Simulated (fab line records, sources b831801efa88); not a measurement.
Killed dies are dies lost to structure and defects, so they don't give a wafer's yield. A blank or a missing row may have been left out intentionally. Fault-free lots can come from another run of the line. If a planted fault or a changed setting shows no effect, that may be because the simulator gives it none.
Which tool was responsible? | flow gf180mcu | 33 wafers from 11 lots sampled at 6 of the route's 602 steps

WHAT EACH GAUGE READ, for each wafer
GF_STI_CD_MEAS_12: the cd target is 220 nm. Usual: cd nm reads 220.0 nm (standard deviation 1).
lot  | measured    | on        | cd nm (nm)        | flag
L706 | day 2 07:10 | cd sem-02 | 218.6 219.2 218.4 |
L709 | day 2 21:57 | cd sem-02 | 220.1 220.4 220.3 |
L711 | day 3 09:51 | cd sem-01 | 219.9 218.9 218.4 |
L713 | day 3 18:02 | cd sem-01 | 221.2 220.2 220.7 |
L714 | day 3 23:32 | cd sem-02 | 219.5 219.3 219.2 |
L715 | day 4 03:59 | cd sem-01 | 221.6 220.6 221.4 |
L717 | day 4 16:09 | cd sem-01 | 219.5 219.3 219.3 |
L719 | day 5 02:28 | cd sem-02 | 218.4 218.2 219.0 |
L721 | day 5 12:49 | cd sem-02 | 220.7 220.1 219.7 |
L722 | day 5 16:49 | cd sem-02 | 220.1 219.1 219.3 |
L724 | day 6 03:16 | cd sem-01 | 218.6 219.5 218.9 |

GF_VT_IMPLANT_OVL_MEAS_40. Usual: VT_IMPLANT_03_OVL gives 0.0 nm (standard deviation 1.5).
lot  | measured     | on         | VT_IMPLANT_03_OVL (nm) | flag
L706 | day 7 20:04  | overlay-02 | 0.6 -1.3 -1.9          |
L709 | day 8 14:03  | overlay-02 | 0.2 -0.2 0.3           |
L711 | day 9 06:01  | overlay-01 | 0.7 0.3 -1.0           |
L713 | day 9 16:59  | overlay-02 | -1.9 -1.7 -1.3         |
L714 | day 10 02:16 | overlay-02 | 1.8 1.6 0.1            |
L715 | day 10 12:14 | overlay-01 | 1.0 0.5 0.9            |
L717 | day 10 22:50 | overlay-02 | -1.5 0.1 -0.5          |
L719 | day 11 10:25 | overlay-02 | 0.7 1.5 1.1            |
L721 | day 12 01:47 | overlay-01 | -0.3 -1.4 -1.5         |
L722 | day 12 07:07 | overlay-02 | 2.5 1.8 1.5            |
L724 | day 12 20:08 | overlay-02 | 2.7 2.7 1.9            |

GF_NSD_TW_MEAS_12. Usual: NSD_TW gives 4236 (standard deviation 36).
lot  | measured     | on            | NSD_TW         | flag
L706 | day 13 20:38 | film metro-02 | 4266 4276 4294 |
L709 | day 14 14:56 | film metro-01 | 4251 4255 4260 |
L711 | day 15 13:09 | film metro-01 | 4240 4247 4232 |
L713 | day 16 01:05 | film metro-03 | 4200 4213 4225 |
L714 | day 16 11:02 | film metro-02 | 4236 4269 4227 |
L715 | day 17 00:01 | film metro-01 | 4240 4264 4270 |
L717 | day 17 16:58 | film metro-02 | 4259 4234 4244 |
L719 | day 18 04:47 | film metro-01 | 4257 4267 4238 |
L721 | day 18 22:17 | film metro-03 | 4183 4164 4162 |
L722 | day 19 04:56 | film metro-01 | 4123 4113 4118 | OFF
L724 | day 19 22:54 | film metro-02 | 4078 4087 4090 | OFF

GF_PSD_RS_MEAS_14: measurement is done with a four-point probe. Usual: NSD_RS gives 46.14 ohm/sq (standard deviation 0.1).
lot  | measured     | on            | NSD_RS (ohm/sq)   | flag
L706 | day 14 17:37 | film metro-02 | 46.15 46.11 46.07 |
L709 | day 15 12:53 | film metro-03 | 46.23 46.19 46.18 |
L711 | day 16 10:15 | film metro-02 | 46.18 46.16 46.28 |
L713 | day 17 00:11 | film metro-02 | 46.21 46.10 46.20 |
L714 | day 17 10:53 | film metro-01 | 46.21 46.15 46.20 |
L715 | day 17 23:23 | film metro-01 | 45.97 46.04 45.82 |
L717 | day 18 17:10 | film metro-03 | 46.13 46.25 46.25 |
L719 | day 19 05:25 | film metro-02 | 46.06 46.08 46.17 |
L721 | day 19 23:32 | film metro-02 | 46.09 46.09 46.17 |
L722 | day 20 05:47 | film metro-01 | 49.58 49.71 49.51 | OFF
L724 | day 20 22:56 | film metro-01 | 49.60 49.61 49.59 | OFF

WHICH TOOL RAN EACH LOT (tool, then ch and the chambers of the sampled wafers, then the start)
lot  | GF_NSD_IMPLANT_09               | GF_NSD_STRIP_11
L706 | implanter-02 ch 0, day 13 20:11 | plasma asher-04 ch 0,1, day 13 20:32
L709 | implanter-04 ch 0, day 14 14:34 | plasma asher-03 ch 0,1, day 14 14:50
L711 | implanter-02 ch 0, day 15 12:47 | plasma asher-02 ch 0,1, day 15 13:04
L713 | implanter-02 ch 0, day 16 00:43 | plasma asher-04 ch 0,1, day 16 00:59
L714 | implanter-04 ch 0, day 16 10:38 | plasma asher-04 ch 0,1, day 16 10:56
L715 | implanter-02 ch 0, day 16 23:37 | plasma asher-04 ch 0,1, day 16 23:54
L717 | implanter-02 ch 0, day 17 16:34 | plasma asher-03 ch 1, day 17 16:51
L719 | implanter-01 ch 0, day 18 04:25 | plasma asher-02 ch 0,1, day 18 04:43
L721 | implanter-02 ch 0, day 18 21:53 | plasma asher-03 ch 0,1, day 18 22:11
L722 | implanter-02 ch 0, day 19 04:32 | plasma asher-04 ch 0,1, day 19 04:50
L724 | implanter-02 ch 0, day 19 22:32 | plasma asher-04 ch 0,1, day 19 22:49
- GF_NSD_IMPLANT_09
- GF_NSD_STRIP_11: strips in O2/N2.

WHAT THE TOOLS THEMSELVES READ (means of the sampled wafers that have a number; where no wafer has one, the mark that the record gives instead)
GF_NSD_IMPLANT_09. Usual: beam energy keV 59.994, standard deviation 0.018; faraday current uA 12906, standard deviation 1300.
lot  | tool         | beam energy keV | faraday current uA | flag
L706 | implanter-02 | 59.999          | 14016              |
L709 | implanter-04 | 59.976          | 10583              |
L711 | implanter-02 | 59.998          | 13933              |
L713 | implanter-02 | 60.000          | 13771              |
L714 | implanter-04 | 59.978          | 10418              |
L715 | implanter-02 | 59.982          | 14203              |
L717 | implanter-02 | 59.979          | 13948              |
L719 | implanter-01 | 59.994          | 11717              |
L721 | implanter-02 | 60.001          | 13694              |
L722 | implanter-02 | 48.348          | 13835              | OFF
L724 | implanter-02 | 48.363          | 14265              | OFF

GF_NSD_STRIP_11. Usual: drypump motor current A 5.66 A, standard deviation 0.27; heater power w 339 W, standard deviation 15; oes product au 0.487 a.u., standard deviation 0.005; strip time to endpoint s 22.95 s, standard deviation 0.042.
lot  | tool            | drypump motor current A (A) | heater power w (W) | oes product au (a.u.) | strip time to endpoint s (s) | flag
L706 | plasma asher-04 | 5.44                        | 337                | 0.484                 | 22.99                        |
L709 | plasma asher-03 | 5.50                        | 348                | 0.488                 | 22.93                        |
L711 | plasma asher-02 | 5.98                        | 335                | 0.484                 | 22.88                        |
L713 | plasma asher-04 | 5.41                        | 350                | 0.490                 | 22.95                        |
L714 | plasma asher-04 | 5.44                        | 332                | 0.489                 | 22.95                        |
L715 | plasma asher-04 | 5.41                        | 348                | 0.489                 | 23.00                        |
L717 | plasma asher-03 | 5.71                        | 336                | 0.492                 | 22.99                        |
L719 | plasma asher-02 | 5.98                        | 337                | 0.493                 | 22.93                        |
L721 | plasma asher-03 | 5.51                        | 345                | 0.487                 | 23.02                        |
L722 | plasma asher-04 | 5.43                        | 337                | 0.508                 | 21.39                        | OFF
L724 | plasma asher-04 | 5.41                        | 348                | 0.508                 | 21.46                        | OFF

THE ANSWER, worked out from the rows above alone
Rule: lot off if the mean of its wafers having a number is beyond 3 standard deviations from the usual mean. A lot without any number at a reading at which 4 lots or more have one is off too. Where the step has rows for the other lots, those lots are counted as sound. After the gauges, taken in route order, come the tools' own readings; for these a lot's mean is taken, as printed above. At the first step where some lot is off, the reading lying furthest off is the one used; lots without a number count as furthest.
Off: L722, L724, seen at GF_NSD_TW_MEAS_12 (NSD_TW).
A tool fits if, at a process step before that reading, it ran every lot that is off, and no sound lot after the first of them. Not tried: the gauges at GF_NSD_TW_MEAS_12; whatever is off there is also off at GF_NSD_IMPLANT_09, on other tools, and gauge error can't account for it. This does not decide it: 2 tools fit, namely implanter-02 at GF_NSD_IMPLANT_09 and plasma asher-04 at GF_NSD_STRIP_11.

WHAT HAD BEEN PUT IN BY THE SIMULATOR
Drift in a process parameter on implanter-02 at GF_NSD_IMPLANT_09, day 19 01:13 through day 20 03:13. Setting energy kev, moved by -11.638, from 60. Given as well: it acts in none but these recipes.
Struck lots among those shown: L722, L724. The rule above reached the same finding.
